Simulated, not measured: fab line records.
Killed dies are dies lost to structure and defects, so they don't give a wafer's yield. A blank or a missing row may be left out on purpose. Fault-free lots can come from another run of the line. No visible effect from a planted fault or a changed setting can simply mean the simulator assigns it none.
A struck lot beside a sound one    flow sky130    34 out of 708 route steps
Sound: these wafers, L685.1, L685.2, L685.6. Wafers L693.3, L693.4, L693.5 were the ones struck. Last of all comes the cause.
At each step with rows: each side's tool, then ch and its chambers, then its first start. Under that, the readings that differ: sound wafers    struck wafers    difference of the means    sigmas: that difference in standard deviations of wafers without a fault.
alike: readings with means less than 2 such deviations apart, plus words and numbers identical on both sides. not compared: withheld readings, readings lacking a value on some wafer, bounds such as >300 that could conceal the same value, and numbers that have no deviation in the record and whose values overlap.
Wherever a step has rows on one side only, a row that says differs or no value, or a row with sigmas, the two part there. Numbers that don't overlap but have no deviation are shown without sigmas and don't part them. A reading missing from all wafers of one side parts the sides only when that side holds two or more wafers.

first, 9 steps without rows for these wafers: SKY_METAL2_DEHYDRATE_07 (time 60 s); SKY_METAL2_HMDS_08 (prime time 60 s); SKY_METAL2_COAT_09 (resist thk 60 nm); SKY_METAL2_COAT_10 (resist thk 450 nm); SKY_METAL2_SOFTBAKE_11 (time 90 s); SKY_METAL2_EXPOSE_12 (exposes mask MM2, target cd 140 nm); SKY_METAL2_PEB_13; SKY_METAL2_DEVELOP_14 (develop time 60 s); SKY_METAL2_DESCUM_17 (chemistry O2, time 8 s).
SKY_METAL2_ETCH_18: etches BARC in N2/H2, stops on SiO2, time 45.9 s, target depth 60 nm.
  sound on rie-metal-03 ch 0,1, day 35 19:26; struck on rie-metal-04 ch 0, day 39 05:09
  alike: drypump-motor-current-A, oes-product-au, throttle-valve-pct
  not compared: rf-hours-counter-h
then, 23 steps without rows for these wafers: SKY_METAL2_METAL_ETCH_19 (etches the open film in Cl2/BCl3, stops on SiO2, target depth 360 nm, time 78 s); SKY_METAL2_STRIP_20 (strips in O2/N2); SKY_METAL2_STRIP_21 (strips in post etch residue remover, time 1200 s); SKY_METAL2_CLEAN_22 (cleans in IPA, time 180 s); SKY_METAL2_CLEAN_23 (cleans in O3/DIW); SKY_VIA2_HDPCVD_00 (deposits SiO2, target thk 1180 nm, time 196.7 s); SKY_VIA2_CMP_02 (polishes SiO2); SKY_VIA2_DEHYDRATE_04 (time 60 s); SKY_VIA2_HMDS_05 (prime time 60 s); SKY_VIA2_COAT_06 (resist thk 60 nm); SKY_VIA2_COAT_07 (resist thk 450 nm); SKY_VIA2_SOFTBAKE_08 (time 90 s); SKY_VIA2_EXPOSE_09 (exposes mask VIM2, target cd 200 nm); SKY_VIA2_PEB_10; SKY_VIA2_DEVELOP_11 (develop time 60 s); SKY_VIA2_ETCH_14 (etches BARC in N2/H2, stops on SiO2, time 45.9 s, target depth 60 nm); SKY_VIA2_ETCH_15 (etches SiO2 in C4F8/O2/Ar, stops on TiN, target depth 546 nm, time 84 s); SKY_VIA2_STRIP_16 (strips in O2/N2); SKY_VIA2_STRIP_17 (strips in post etch residue remover, time 1200 s); SKY_VIA2_CLEAN_18 (cleans in IPA, time 180 s); SKY_VIA2_CLEAN_19 (cleans in O3/DIW); SKY_VIA2_SPUTTER_20 (material TiN, target thk 20 nm, time 80 s); SKY_VIA2_CVD_21 (deposits W, target thk 420 nm, time 126.4 s).
-- the record jumps here: 10 days lie between the struck wafers' starts before and after (it left off in module VIA2 and takes up again in module PAD_OPEN, whose first step shown is number 708 of the route) --
SKY_PAD_OPEN_PROBE_99:
  sound on prober-01, day 46 10:40; struck on prober-01, day 48 23:58
reading                                sound              struck                                                                      difference                    sigmas
hold                                   - - -              await-dispo/4.3h/release await-dispo/4.3h/release await-dispo/4.3h/release  no value on the sound wafers  
defect-limited-yield (%)               82.9 80.5 84.6     78.3 77.2 75.4                                                              -5.7                          -3
killed_at_M0_to_M3                     45 49 35           78 70 83                                                                    +34                           +4
killed-dies                            84 96 76           107 112 121                                                                 +28                           +3
killed-short                           39 39 38           19 27 24                                                                    -15                           -3
sort_bin_5_function (%)                10.0 11.4 8.3      13.4 14.6 16.1                                                              +4.8                          +3
sort-n-pass                            408 396 416        385 380 371                                                                 -28                           -3
sort-yield-pct (%)                     82.9 80.5 84.6     78.3 77.2 75.4                                                              -5.7                          -3
model.etest.tester.sort-n-pass         408 396 416        385 380 371                                                                 -28                           
model.etest.tester.sort-yield-pct (%)  82.93 80.49 84.55  78.25 77.24 75.41                                                           -5.69                         
model.etest.tester.sort_bin_5_pct (%)  9.959 11.38 8.333  13.41 14.63 16.06                                                           +4.81                         
  alike: killed_at_M4_up, killed-at-contacts, killed-at-front-end, killed-at-other, killed-open, sort_bin_3_pad_short, sort_bin_6_memory
  not compared: model.etest.tester.sort_bin_3_pct, model.etest.tester.sort_bin_6_pct

WHERE THEY PART
At SKY_PAD_OPEN_PROBE_99 and nowhere else, as far as this record goes.

WHY: whatever the simulator had introduced
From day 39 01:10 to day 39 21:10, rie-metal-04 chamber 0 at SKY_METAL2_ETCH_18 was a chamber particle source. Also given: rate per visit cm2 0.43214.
